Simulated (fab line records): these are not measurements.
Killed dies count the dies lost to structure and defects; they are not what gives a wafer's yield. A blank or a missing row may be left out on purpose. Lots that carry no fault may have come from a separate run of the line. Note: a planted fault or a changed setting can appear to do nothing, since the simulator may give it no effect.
The same fault as seen by 2 desks :: flow gf180mcu :: each desk has only its own numbers; what lay behind them comes last

TOOL OWNER'S DESK, cvdW-02
The tool's own readings at GF_V4_CVD_23 (deposits W, target thk 350 nm, time 104.9 s): means of the sampled wafers that have a number, for each lot that ran on this tool. A lot is out of limits, marked OUT, if its mean lies more than 4 standard deviations from the usual mean; the brackets give that distance.
Columns: A = chamberPressureTorr at GF_V4_CVD_23, usual 39.98 Torr; B = heaterPowerW at GF_V4_CVD_23, usual 900 W
lot: L910
first seen here: day 24 19:44
A: 40.10
B: 930

lot: L914
first seen here: day 26 09:04
A: 39.91
B: 919

lot: L919
first seen here: day 28 02:10
A: 44.70 (+52) OUT
B: 920

lot: L920
first seen here: day 28 08:47
A: 42.38 (+26) OUT
B: 920

lot: L931
first seen here: day 31 05:26
A: 39.93
B: 923
This desk's verdict: out of limits on L919, L920, starting with L919 at day 28 02:10 (chamberPressureTorr at GF_V4_CVD_23). Within limits: L910, L914, L931.

FROM THE METROLOGY DESK
Means of the sampled wafers that have a number, per lot and without regard to the tool the lot ran on: this is what the gauges read. A lot is out of limits, marked OUT, if its mean lies more than 4 standard deviations from the usual mean; the brackets give that distance.
Columns: A = V4_W_RS at GF_V4_RS_MEAS_24, usual 0.322 ohm/sq; B = V4_W_THK at GF_V4_THK_MEAS_25, usual 357 nm
lot: L910
first seen here: day 24 19:51
A: 0.324
B: 356

lot: L914
first seen here: day 26 09:12
A: 0.321
B: 360

lot: L919
first seen here: day 28 02:18
A: 0.302
B: 381

lot: L920
first seen here: day 28 08:55
A: 0.311
B: 371

lot: L921
first seen here: day 28 11:57
A: 0.327
B: 352

lot: L923
first seen here: day 29 05:42
A: 0.326
B: 352

lot: L924
first seen here: day 29 11:22
A: 0.324
B: 349

lot: L927
first seen here: day 30 05:51
A: 0.321
B: 354

lot: L929
first seen here: day 30 19:54
A: 0.320
B: 355

lot: L931
first seen here: day 31 05:33
A: 0.316
B: 368

lot: L932
first seen here: day 31 17:35
A: 0.323
B: 359
This desk's finding: nothing out of limits on any of the 11 lots.

ALL TOGETHER
On L919, L920, at day 28 02:10, an alarm was possible from the tool owner's desk.
At the metrology desk, nothing out of limits was observed.
The metrology desk holds a record of L919, L920, inside its limits.
Of the lots named, all ran GF_V4_CVD_23 on cvdW-02.

WHAT HAD BEEN PUT IN BY THE SIMULATOR
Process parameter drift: cvdW-02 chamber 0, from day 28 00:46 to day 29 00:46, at GF_V4_CVD_23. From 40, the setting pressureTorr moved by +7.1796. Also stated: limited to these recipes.
Lots struck among those shown: L919, L920.
Hours from the fault's start to each desk's first reading out of limits: the tool owner's desk, 1.
